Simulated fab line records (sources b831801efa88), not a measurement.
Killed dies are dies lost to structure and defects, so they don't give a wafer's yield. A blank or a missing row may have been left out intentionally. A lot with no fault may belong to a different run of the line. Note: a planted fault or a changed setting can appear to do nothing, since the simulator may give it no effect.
Struck lot and sound lot, side by side    flow sky130    43 out of 708 route steps
Sound: the wafers L560.2, L560.3, L560.5. The struck wafers were L569.1, L569.2, L569.5. The cause is named last.
Per side, at each step with rows, come the tool, then ch with its chambers, and then its first start. Under that, the readings that differ: sound wafers    struck wafers    difference of the means    sigmas: that difference in standard deviations of wafers without a fault.
alike: readings with means less than 2 such deviations apart, plus words and numbers identical on both sides. not compared: withheld readings, readings lacking a value on some wafer, bounds such as >300 that could conceal the same value, and numbers that have no deviation in the record and whose values overlap.
Wherever a step has rows on one side only, a row that says differs or no value, or a row with sigmas, the two part there. Numbers that don't overlap but have no deviation are shown without sigmas and don't part them. A reading that every wafer of one side lacks parts them only if that side has two wafers or more.

first, 6 steps without rows for these wafers: SKY_METAL2_COAT_09 (resist thk 60 nm); SKY_METAL2_COAT_10 (resist thk 450 nm); SKY_METAL2_SOFTBAKE_11 (time 90 s); SKY_METAL2_EXPOSE_12 (exposes mask MM2, target cd 140 nm); SKY_METAL2_PEB_13; SKY_METAL2_DEVELOP_14 (develop time 60 s).
SKY_METAL2_CD_MEAS_15 targets a cd of 140 nm.
  sound on cdSem-01 at day 34 10:29; struck on cdSem-02 at day 37 23:41
  alike: cdNm
SKY_METAL2_OVL_MEAS_16:
  sound on overlay-01 at day 34 10:35; struck on overlay-01 at day 37 23:48
  alike: METAL2_OVL
SKY_METAL2_DESCUM_17: chemistry O2, time 8 s.
  sound on rieMetal-03 ch 0,1, day 34 10:37; struck on rieMetal-04 ch 0,1, day 37 23:50
  alike: drypumpMotorCurrentA, oesProductAu
  not compared: rfHoursCounterH
then, 1 step without rows for these wafers: SKY_METAL2_ETCH_18 (etches BARC in N2/H2, stops on SiO2, time 45.9 s, target depth 60 nm).
SKY_METAL2_METAL_ETCH_19: etches the open film in Cl2/BCl3, stops on SiO2, target depth 360 nm, time 78 s.
  sound on rieMetal-03 ch 0,1, day 34 10:43; struck on rieMetal-04 ch 0,1, day 37 23:56
  alike: drypumpMotorCurrentA, oesProductAu, throttleValvePct
  not compared: rfHoursCounterH
then, 1 step without rows for these wafers: SKY_METAL2_STRIP_20 (strips in O2/N2).
SKY_METAL2_STRIP_21: strips in post etch residue remover, time 1200 s.
  sound on wetBench-01 ch 2, day 34 10:54; struck on wetBench-03 ch 0, day 38 00:08
then, 3 steps without rows for these wafers: SKY_METAL2_CLEAN_22 (cleans in IPA, time 180 s); SKY_METAL2_CLEAN_23 (cleans in O3/DIW); SKY_VIA2_HDPCVD_00 (deposits SiO2, target thk 1180 nm, time 196.7 s).
SKY_VIA2_THK_MEAS_01:
  sound on filmMetro-04 at day 34 11:32; struck on filmMetro-04 at day 38 00:47
  alike: VIA2_HDPCVD_THK
then, 1 step without rows for these wafers: SKY_VIA2_CMP_02 (polishes SiO2).
SKY_VIA2_BOW_MEAS_03:
  sound on filmMetro-03 at day 34 11:55; struck on filmMetro-03 at day 38 01:08
  alike: VIA2_BOW
then, 8 steps without rows for these wafers: SKY_VIA2_DEHYDRATE_04 (time 60 s); SKY_VIA2_HMDS_05 (prime time 60 s); SKY_VIA2_COAT_06 (resist thk 60 nm); SKY_VIA2_COAT_07 (resist thk 450 nm); SKY_VIA2_SOFTBAKE_08 (time 90 s); SKY_VIA2_EXPOSE_09 (exposes mask VIM2, target cd 200 nm); SKY_VIA2_PEB_10; SKY_VIA2_DEVELOP_11 (develop time 60 s).
SKY_VIA2_CD_MEAS_12 targets a cd of 200 nm.
  sound on cdSem-02 at day 35 13:35; struck on cdSem-01 at day 39 02:29
  alike: cdNm
SKY_VIA2_OVL_MEAS_13:
  sound on overlay-02 at day 35 13:41; struck on overlay-02 at day 39 02:37
  alike: VIA2_OVL
then, 1 step without rows for these wafers: SKY_VIA2_ETCH_14 (etches BARC in N2/H2, stops on SiO2, time 45.9 s, target depth 60 nm).
SKY_VIA2_ETCH_15: etches SiO2 in C4F8/O2/Ar, stops on TiN, target depth 546 nm, time 84 s.
  sound on rieDiel-02 ch 1,3, day 35 13:46; struck on rieDiel-04 ch 2,3, day 39 02:41
  alike: oesProductAu
  not compared: rfHoursCounterH
then, 6 steps without rows for these wafers: SKY_VIA2_STRIP_16 (strips in O2/N2); SKY_VIA2_STRIP_17 (strips in post etch residue remover, time 1200 s); SKY_VIA2_CLEAN_18 (cleans in IPA, time 180 s); SKY_VIA2_CLEAN_19 (cleans in O3/DIW); SKY_VIA2_SPUTTER_20 (material TiN, target thk 20 nm, time 80 s); SKY_VIA2_CVD_21 (deposits W, target thk 420 nm, time 126.4 s).
SKY_VIA2_RS_MEAS_22: uses a four-point probe to measure.
  sound on filmMetro-03 at day 35 14:38; struck on filmMetro-04 at day 39 03:34
  alike: VIA2_W_RS
SKY_VIA2_THK_MEAS_23: measures by xrf.
  sound on filmMetro-03 at day 35 14:44; struck on filmMetro-04 at day 39 03:41
  alike: VIA2_W_THK
SKY_VIA2_CMP_24: polishes, stops on SiO2, t overpolish 20 s, target thk 0 nm.
  sound on cmp-01 ch 1,2, day 35 14:47; struck on cmp-01 ch 1,2, day 39 03:50
  alike: motorCurrentA, overpolishRunS, timeToEndpointS
SKY_METAL3_SPUTTER_00: material Ti, target thk 15 nm, time 10 s.
  sound on pvdSputter-01 at day 35 15:05; struck on pvdSputter-02 at day 39 04:08
  alike: chamberPressurePa, throttleValvePct
then, 1 step without rows for these wafers: SKY_METAL3_SPUTTER_01 (material TiN, target thk 20 nm, time 16.7 s).
-- the record jumps here: 9 days lie between the struck wafers' starts before and after (it left off in module METAL3 and takes up again in module PAD_OPEN, whose first step shown is number 708 of the route) --
SKY_PAD_OPEN_PROBE_99:
  sound on prober-02 at day 45 02:26; struck on prober-01 at day 48 00:07
reading                                sound               struck             difference  sigmas
defectLimitedYield (%)                 77.2 81.5 82.9      70.5 72.0 71.1     -9.3        -4
killed_at_M0_to_M3                     53 48 47            114 98 104         +56         +8
killedDies                             112 91 84           145 138 142        +46         +5
killedOpen                             65 51 48            37 37 35           -18         -3
sort_bin_3_pad_short (%)               1.4 1.6 0.2         5.5 6.5 5.7        +4.8        +10
sort_bin_5_function (%)                12.2 10.8 11.8      17.5 14.2 16.9     +4.6        +3
sortNPass                              380 401 408         347 354 350        -46         -5
sortYieldPct (%)                       77.2 81.5 82.9      70.5 72.0 71.1     -9.3        -4
model.etest.tester.sortNPass           380 401 408         347 354 350        -46         
model.etest.tester.sortYieldPct (%)    77.24 81.5 82.93    70.53 71.95 71.14  -9.35       
model.etest.tester.sort_bin_5_pct (%)  12.2 10.77 11.79    17.48 14.23 16.87  +4.61       
model.etest.tester.sort_bin_3_pct (%)  1.423 1.626 0.2033  5.488 6.504 5.691  +4.810      
  alike: killed_at_M4_up, killedAtContacts, killedAtFrontEnd, killedAtOther, killedShort, sort_bin_6_memory

== WHERE THEY PART ==
Only at SKY_PAD_OPEN_PROBE_99, as far as this record shows.

WHY: what had been put in by the simulator
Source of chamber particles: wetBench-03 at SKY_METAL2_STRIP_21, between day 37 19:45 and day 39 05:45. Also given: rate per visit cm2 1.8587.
